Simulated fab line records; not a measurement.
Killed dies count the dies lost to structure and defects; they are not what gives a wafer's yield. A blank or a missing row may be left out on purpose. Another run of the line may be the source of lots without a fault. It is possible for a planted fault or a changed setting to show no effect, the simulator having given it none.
What tool caused it?    flow sky130    13 lots, 37 wafers sampled, at 2 steps of a route of 708

WHAT THE GAUGES SHOWED, per wafer
The record holds no reading of a measuring or inspecting step that can be judged against a usual standard deviation.

EACH LOT AND THE TOOL THAT RAN IT (in order: tool; ch and the chambers of the sampled wafers; start)
lot   SKY_VIA1_SOFTBAKE_08               SKY_PAD_OPEN_PROBE_99
L707  litho track-04 ch 0, day 33 00:00  -
L708  litho track-03 ch 0, day 33 14:00  -
L709  litho track-01 ch 0, day 34 17:00  -
L711  litho track-04 ch 0, day 35 07:00  prober-02, day 47 06:40
L710  litho track-04 ch 0, day 35 09:00  prober-02, day 47 08:57
L713  litho track-01 ch 0, day 35 20:00  prober-02, day 47 11:53
L720  litho track-01 ch 0, day 37 09:00  prober-01, day 48 14:20
L721  litho track-01 ch 0, day 37 11:00  prober-02, day 48 21:52
L725  litho track-03 ch 0, day 38 13:00  prober-02, day 49 10:03
L726  litho track-04 ch 0, day 39 07:00  prober-01, day 50 00:06
L727  litho track-04 ch 0, day 39 16:00  prober-02, day 50 10:55
L728  litho track-03 ch 0, day 39 19:00  -
L729  litho track-04 ch 0, day 39 21:00  -
- SKY_VIA1_SOFTBAKE_08: time 90 s.
- SKY_PAD_OPEN_PROBE_99

AS READ BY THE TOOLS THEMSELVES (means over the sampled wafers that have a number; for cases with no such wafer, the mark the record gives instead)
SKY_VIA1_SOFTBAKE_08. Usual: exhaust pa 44.8 Pa, standard deviation 0.89; heater power total W 57.37 W, standard deviation 0.11; resist line temp C 23.00 C, standard deviation 0.11; run length s 119.20 s, standard deviation 0.16.
lot   tool            exhaust pa (Pa)  heater power total W (W)  resist line temp C (C)  run length s (s)  flag
L707  litho track-04  44.7             57.27                     22.87                   119.02            
L708  litho track-03  44.3             57.35                     22.99                   119.33            
L709  litho track-01  44.8             57.35                     23.05                   119.19            
L711  litho track-04  44.1             57.31                     22.94                   119.14            
L710  litho track-04  45.2             57.37                     22.99                   119.18            
L713  litho track-01  44.8             57.31                     23.01                   119.16            
L720  litho track-01  44.7             58.39                     23.02                   115.00            OFF
L721  litho track-01  45.1             58.25                     23.14                   115.08            OFF
L725  litho track-03  45.0             57.37                     23.05                   119.31            
L726  litho track-04  45.4             57.51                     22.96                   119.09            
L727  litho track-04  45.0             57.37                     23.04                   119.16            
L728  litho track-03  45.6             57.44                     23.01                   119.36            
L729  litho track-04  44.0             57.35                     23.09                   119.09            

SKY_PAD_OPEN_PROBE_99. Usual: defect limited yield 82.2 %, standard deviation 1.8; killed_at_M0_to_M3 42, standard deviation 6.1; killed_at_M4_up 3.3, standard deviation 1.7; killed at contacts 25, standard deviation 5.4; killed at front end 16, standard deviation 4.6; killed at other 0.4, standard deviation 0.55; killed dies 87, standard deviation 8.8; killed open 47, standard deviation 7.1; killed short 40, standard deviation 5.8; sort_bin_3_pad_short 0.9 %, standard deviation 0.45; sort_bin_5_function 10.7 %, standard deviation 1.4; sort_bin_6_memory 6.2 %, standard deviation 1.2; sort_bin_8_speed 0.00 %, standard deviation 0.017; sort n pass 405, standard deviation 8.8; sort yield pct 82.2 %, standard deviation 1.8.
lot   tool       defect limited yield (%)  killed_at_M0_to_M3  killed_at_M4_up  killed at contacts  killed at front end  killed at other  killed dies  killed open  killed short  sort_bin_3_pad_short (%)  sort_bin_5_function (%)  sort_bin_6_memory (%)  sort_bin_8_speed (%)  sort n pass  sort yield pct (%)  flag
L711  prober-02  81.6                      47                  2.7              20                  20                   0.7              90           48           42            0.7                       10.9                     6.8                    0.00                  402          81.6                
L710  prober-02  81.8                      41                  2.3              28                  18                   0.0              90           47           42            1.0                       11.4                     5.8                    0.00                  402          81.8                
L713  prober-02  81.5                      41                  4.7              29                  16                   0.7              91           46           45            0.7                       12.0                     5.8                    0.00                  401          81.5                
L720  prober-01  83.0                      40                  3.0              25                  15                   1.0              84           44           40            0.7                       11.0                     5.3                    0.00                  408          83.0                
L721  prober-02  83.6                      45                  2.0              24                  10                   0.0              81           44           36            0.5                       10.1                     5.9                    0.00                  411          83.6                
L725  prober-02  83.8                      43                  3.0              18                  15                   1.0              80           43           35            0.9                       9.5                      5.8                    0.00                  412          83.8                
L726  prober-01  81.0                      50                  3.7              22                  17                   0.0              93           55           38            1.2                       11.3                     6.4                    0.00                  399          81.0                
L727  prober-02  81.9                      42                  3.0              30                  14                   0.0              89           48           41            0.8                       10.9                     6.4                    0.00                  403          81.9                

THE ANSWER, worked out from the rows above alone
Rule: take the mean of a lot's wafers that have a number; if it is more than 3 standard deviations from the usual mean, the lot is off. Also off: a lot with no number at a reading for which 4 or more lots have one. All remaining lots with rows at the step are treated as sound. First the gauges in route order, then the tools' own readings, where a lot's mean is used as printed above. The first step at which some lot is off is used, and at that step the reading that is off furthest; a lot without a number counts as furthest.
Off: L720, L721, at SKY_VIA1_SOFTBAKE_08 (run length s).
If a tool, at that step or one of the process steps before it, ran each lot that is off and ran no sound lot following the first of them, it fits. One fits: litho track-01 at SKY_VIA1_SOFTBAKE_08. A fault onset in the window from L713 (day 35 20:00, its last sound lot) to L720 (day 37 09:00, its first lot off) fits.
The tool's own readings at SKY_VIA1_SOFTBAKE_08 bear it out: on the lots that are off they differ by more than 5 times the standard deviation of the sound lots' means. heater power total W reads 58.32 W there against 57.36 W on the sound lots; run length s reads 115.04 s there against 119.18 s on the sound lots.

WHAT HAD BEEN PUT IN BY THE SIMULATOR
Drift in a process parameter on litho track-01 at SKY_VIA1_SOFTBAKE_08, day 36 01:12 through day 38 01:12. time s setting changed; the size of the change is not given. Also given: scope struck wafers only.
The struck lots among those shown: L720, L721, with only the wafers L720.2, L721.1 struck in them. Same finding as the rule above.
